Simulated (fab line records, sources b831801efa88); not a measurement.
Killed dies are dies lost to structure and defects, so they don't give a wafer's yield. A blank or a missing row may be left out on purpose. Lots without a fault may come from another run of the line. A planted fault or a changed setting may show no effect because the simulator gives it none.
Tool commonality check | flow gf180mcu | 15 lots, 45 wafers sampled

WHY IT WAS OPENED
At GF_M1_RS_MEAS_05 the reading M1_ALCU_RS is flagged on 3 of 15 lots. Wafers without a fault read 0.0695 ohm/sq, standard deviation 0.0011.
Rule: a lot is flagged when every wafer of it that has a number lies more than 4 standard deviations from that mean, or none has a number. The other lots count as sound.

lot  | measured     | on            | M1_ALCU_RS (ohm/sq), wafer by wafer | flag
L940 | day 16 09:41 | film_metro-01 | 0.0703 0.0705 0.0695                |
L944 | day 18 02:18 | film_metro-01 | 0.0702 0.0689 0.0687                |
L945 | day 18 06:31 | film_metro-03 | 0.0690 0.0714 0.0704                |
L946 | day 18 23:37 | film_metro-03 | 0.0690 0.0704 0.0687                |
L947 | day 19 00:15 | film_metro-03 | 0.0682 0.0694 0.0682                |
L948 | day 19 15:31 | film_metro-03 | 0.0688 0.0687 0.0673                |
L949 | day 19 22:01 | film_metro-04 | 0.0692 0.0695 0.0698                |
L951 | day 20 16:55 | film_metro-03 | 0.0708 0.0700 0.0691                |
L953 | day 21 11:06 | film_metro-04 | 0.0713 0.0696 0.0702                |
L954 | day 21 16:11 | film_metro-04 | 0.0701 0.0687 0.0691                |
L955 | day 21 21:59 | film_metro-03 | 7.0827 7.0776 7.1877                | FLAGGED
L956 | day 22 08:29 | film_metro-04 | 7.0975 7.0747 7.0745                | FLAGGED
L957 | day 22 16:07 | film_metro-01 | 7.0248 7.1050 7.0809                | FLAGGED
L961 | day 23 22:08 | film_metro-01 | 0.0704 0.0702 0.0716                |
L962 | day 24 13:07 | film_metro-01 | 0.0686 0.0683 0.0677                |
The numbers of the flagged lots are 7.0895 ohm/sq on average: +7.0200 ohm/sq against the usual, or +99 or more standard deviations.

WHICH TOOL RAN EACH LOT
The record holds 2 process steps before the reading, out of a route of 602 steps. In each cell: the tool, then ch and the chambers that the sampled wafers went through, then the start.
lot  | flag    | GF_CONTACT_CVD_02               | GF_M1_SPUTTER_02
L940 |         | pecvd-02 ch 0,1,2, day 15 10:25 | pvd_sputter-01, day 16 09:34
L944 |         | pecvd-02 ch 0,1, day 17 00:43   | pvd_sputter-02, day 18 02:13
L945 |         | pecvd-02 ch 0,1,2, day 17 05:22 | pvd_sputter-01, day 18 06:23
L946 |         | pecvd-01 ch 0,1,2, day 17 21:22 | pvd_sputter-02, day 18 23:31
L947 |         | pecvd-02 ch 0,1, day 17 21:55   | pvd_sputter-04, day 19 00:10
L948 |         | pecvd-01 ch 0,1,2, day 18 12:35 | pvd_sputter-02, day 19 15:23
L949 |         | pecvd-04 ch 1,2, day 18 19:28   | pvd_sputter-02, day 19 21:56
L951 |         | pecvd-01 ch 1,2, day 19 14:43   | pvd_sputter-01, day 20 16:49
L953 |         | pecvd-01 ch 0,1, day 20 08:36   | pvd_sputter-01, day 21 11:01
L954 |         | pecvd-01 ch 0,1,2, day 20 15:09 | pvd_sputter-02, day 21 16:04
L955 | FLAGGED | pecvd-01 ch 0,2, day 20 20:31   | pvd_sputter-01, day 21 21:52
L956 | FLAGGED | pecvd-01 ch 1,2, day 21 06:25   | pvd_sputter-02, day 22 08:22
L957 | FLAGGED | pecvd-04 ch 0,1,2, day 21 14:08 | pvd_sputter-04, day 22 16:01
L961 |         | pecvd-04 ch 0,1, day 22 21:52   | pvd_sputter-01, day 23 22:01
L962 |         | pecvd-01 ch 0,1,2, day 23 13:22 | pvd_sputter-04, day 24 13:02
What these steps do:
- GF_CONTACT_CVD_02: deposits SiO2 from TEOS, target thk 860 nm, time 95.992 s.
- GF_M1_SPUTTER_02: material AlCu, target thk 450 nm, time 23.9 s.
- GF_M1_RS_MEAS_05: measures by four-point-probe.

FLAGGED OVER TOTAL, TOOL BY TOOL (the gauges that took the reading come last)
step              | tool           | lots run | flagged | share of the flagged lots | sound lots run after its first flagged lot
GF_CONTACT_CVD_02 | pecvd-01       | 8        | 2       | some                      | 1 (L962)
GF_CONTACT_CVD_02 | pecvd-02       | 4        | 0       | none                      | -
GF_CONTACT_CVD_02 | pecvd-04       | 3        | 1       | some                      | 1 (L961)
GF_M1_SPUTTER_02  | pvd_sputter-01 | 6        | 1       | some                      | 1 (L961)
GF_M1_SPUTTER_02  | pvd_sputter-02 | 6        | 1       | some                      | 0
GF_M1_SPUTTER_02  | pvd_sputter-04 | 3        | 1       | some                      | 1 (L962)
GF_M1_RS_MEAS_05  | film_metro-01  | 5        | 1       | some                      | 2 (L961,L962)
GF_M1_RS_MEAS_05  | film_metro-03  | 6        | 1       | some                      | 0
GF_M1_RS_MEAS_05  | film_metro-04  | 4        | 1       | some                      | 0

WHAT THE TABLE ALLOWS
No row of the table ran every flagged lot.

WHAT THE SIMULATOR HAD PUT IN
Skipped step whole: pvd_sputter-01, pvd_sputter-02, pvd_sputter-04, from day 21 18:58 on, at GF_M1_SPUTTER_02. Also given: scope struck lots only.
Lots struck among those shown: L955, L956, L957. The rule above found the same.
